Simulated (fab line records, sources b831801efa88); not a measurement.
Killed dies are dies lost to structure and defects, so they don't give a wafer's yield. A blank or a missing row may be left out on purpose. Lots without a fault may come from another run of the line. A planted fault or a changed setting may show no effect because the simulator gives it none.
Which tool did it? | flow gf180mcu | 6 lots, 17 wafers sampled, at 4 steps of a route of 602

WHAT THE GAUGES READ, wafer by wafer
GF_PSD_OVL_MEAS_08.
lot  | measured     | on         | PSD_OVL (nm)
L277 | day 15 11:28 | overlay-01 | -0.8 -1.0 -2.1
L278 | day 16 03:20 | overlay-01 | 1.1 2.0 0.0
L282 | day 17 19:16 | overlay-01 | -0.6 -0.8 -0.2
L286 | day 20 00:36 | overlay-01 | -2.1
L293 | day 21 06:48 | overlay-01 | -3.8 -0.9 -2.9
L295 | day 21 21:26 | overlay-01 | -3.0 -4.2 -4.9

WHICH TOOL RAN EACH LOT (tool, then ch and the chambers of the sampled wafers, then the start)
lot  | GF_POLY_GATE_ETCH_13             | GF_POLY_GATE_STRIP_14                | GF_HV_LDD_STRIP_37
L277 | rie_si-01 ch 1,2,3, day 10 07:19 | plasma_asher-01 ch 0,1, day 10 07:23 | plasma_asher-03 ch 0,1, day 12 18:50
L278 | rie_si-02 ch 2,3, day 10 21:51   | plasma_asher-03 ch 0,1, day 10 21:56 | plasma_asher-01 ch 0,1, day 13 09:34
L282 | rie_si-02 ch 0,1, day 12 05:28   | plasma_asher-02 ch 0,1, day 12 05:31 | plasma_asher-03 ch 0,1, day 14 21:32
L286 | rie_si-02 ch 2,3, day 14 01:26   | plasma_asher-03 ch 0, day 14 01:29   | plasma_asher-04 ch 1, day 16 22:04
L293 | rie_si-01 ch 0,1,2, day 15 03:05 | plasma_asher-03 ch 0,1, day 15 03:08 | plasma_asher-01 ch 0,1, day 18 02:56
L295 | rie_si-01 ch 0,2, day 15 17:32   | plasma_asher-03 ch 0, day 15 17:36   | plasma_asher-04 ch 1, day 18 17:17
- GF_POLY_GATE_ETCH_13: etches poly-Si in HBr/Cl2, stops on SiO2, target depth 198.5 nm, time 69.6 s.
- GF_POLY_GATE_STRIP_14: strips in O2/N2.
- GF_HV_LDD_STRIP_37: strips in O2/N2.

THE ANSWER, worked out from the rows above alone
Rule: what is usual is taken from the lots themselves. Put in order of their means at a reading, lots are off if they are a third of the lots or fewer, leave a main group of 4 or more, and stand apart from it by a gap of 3 or more times the standard deviation of the main group's means; of several such gaps the widest counts. A main group whose means are all the same, to the digits that the tables above print for the reading, isn't used. A lot without any number at a reading at which 4 lots or more have one is off too. The other lots that the step has rows for count as sound.
No lot is off at any reading shown: from this, nothing can be told.

WHAT THE SIMULATOR HAD PUT IN
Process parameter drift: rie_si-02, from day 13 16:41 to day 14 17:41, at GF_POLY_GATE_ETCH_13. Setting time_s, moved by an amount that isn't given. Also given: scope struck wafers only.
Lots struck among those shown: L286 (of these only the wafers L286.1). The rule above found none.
